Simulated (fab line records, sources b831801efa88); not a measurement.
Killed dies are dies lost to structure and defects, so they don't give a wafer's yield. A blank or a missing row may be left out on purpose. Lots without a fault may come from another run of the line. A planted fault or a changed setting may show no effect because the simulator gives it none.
A struck lot beside a sound one | flow gf180mcu | 20 steps out of a route of 602
Sound: wafers L638.1, L638.2, L638.4. Struck: wafers L639.4, L639.5, L639.6. The cause comes at the end.
At each step with rows: each side's tool, then ch and its chambers, then its first start. Under that, the readings that differ: sound wafers | struck wafers | difference of the means | sigmas: that difference in standard deviations of wafers without a fault.
alike: readings whose means differ by less than 2 such deviations, and words and numbers that are the same on both sides. not compared: withheld readings, readings that some wafer has no value for, bounds like >300 that may hide the same value, and numbers for which the record gives no deviation and whose values overlap.
The two part at a step that has a row with sigmas, a row that says differs or no value, or rows on one side only. Numbers that don't overlap but have no deviation are shown without sigmas and don't part them. A reading that every wafer of one side lacks parts them only if that side has two wafers or more.

first, 1 step without rows for these wafers: GF_V2_CVD_00 (deposits SiO2, target thk 600 nm, time 100 s).
GF_V2_THK_MEAS_01:
  sound on film_metro-02, day 19 20:41; struck on film_metro-01, day 20 05:55
  alike: V2_CVD_00_THK
GF_V2_CVD_02: deposits SiO2 from TEOS, target thk 850 nm, time 94.851 s.
  sound on pecvd-02 ch 0,1,2, day 19 20:44; struck on pecvd-02 ch 0,1,2, day 20 05:58
  alike: heater_power_outer_w, heater_power_w
GF_V2_THK_MEAS_03:
  sound on film_metro-01, day 19 20:49; struck on film_metro-01, day 20 06:02
  alike: V2_CVD_02_THK
GF_V2_CMP_04: polishes SiO2.
  sound on cmp-01 ch 0,1,2, day 19 20:52; struck on cmp-02 ch 0,2,3, day 20 06:13
  alike: motor_current_A, platen_rpm, time_to_endpoint_s
GF_V2_BOW_MEAS_05:
  sound on film_metro-02, day 19 21:10; struck on film_metro-04, day 20 06:25
  alike: V2_BOW
then, 6 steps without rows for these wafers: GF_V2_DEHYDRATE_06 (time 60 s); GF_V2_HMDS_07 (prime time 60 s); GF_V2_COAT_08; GF_V2_COAT_09 (resist thk 1000 nm); GF_V2_SOFTBAKE_10 (time 60 s); GF_V2_EXPOSE_11 (exposes mask Via2, target cd 260 nm).
GF_V2_PEB_12: peb time 90 s.
  sound on litho_track-01 ch 0, day 20 20:40; struck on litho_track-01 ch 0, day 21 06:22
  alike: plate_temp_C
then, 1 step without rows for these wafers: GF_V2_DEVELOP_13 (develop time 60 s).
GF_V2_CD_MEAS_14: target cd 260 nm.
  sound on cd_sem-02, day 20 21:01; struck on cd_sem-01, day 21 07:45
  reading    | sound             | struck            | difference | sigmas
  cd_nm (nm) | 260.5 260.8 261.0 | 269.5 266.5 267.6 | +7.1       | +6
  not compared: hold
GF_V2_OVL_MEAS_15:
  sound on overlay-02, day 20 21:08; struck on overlay-01, day 21 17:10
  reading | sound | struck                                                                     | difference                   | sigmas
  hold    | - - - | await_dispo/9.3h/release await_dispo/9.3h/release await_dispo/9.3h/release | no value on the sound wafers |
  alike: V2_OVL
GF_V2_ETCH_16: etches BARC in N2/H2.
  sound on rie_diel-02 ch 0,1,2, day 20 21:10; struck on rie_diel-02 ch 0,1,3, day 21 17:11
  reading             | sound           | struck            | difference | sigmas
  model.V2.cd_nm (nm) | 261.5 260.7 262 | 267.9 266.7 267.4 | +5.9       |
  alike: drypump_motor_current_A, oes_product_au, throttle_valve_pct
GF_V2_ETCH_17: etches SiO2 in C4F8/O2/Ar, stops on TiN, target depth 630 nm.
  sound on rie_diel-02 ch 0,1,2; struck on rie_diel-02 ch 0,1,3
  reading             | sound         | struck            | difference | sigmas
  model.V2.cd_nm (nm) | 262 261.2 262 | 267.6 266.8 267.6 | +5.6       |
  alike: oes_product_au
GF_V2_STRIP_18: strips in O2/N2.
  sound on plasma_asher-03 ch 0,1, day 20 21:18; struck on plasma_asher-02 ch 0,1, day 21 17:20
  alike: drypump_motor_current_A, heater_power_w, oes_product_au, platen_temp_c
  not compared: rf_hours_counter_h
then, 1 step without rows for these wafers: GF_PASSIVATION_PROBE_99.

WHERE THEY PART
First at GF_V2_CD_MEAS_14; last, within this record, at GF_V2_OVL_MEAS_15. Later steps at which nothing parts them and some readings are alike: GF_V2_ETCH_16, GF_V2_ETCH_17, GF_V2_STRIP_18.

WHY: what the simulator had put in
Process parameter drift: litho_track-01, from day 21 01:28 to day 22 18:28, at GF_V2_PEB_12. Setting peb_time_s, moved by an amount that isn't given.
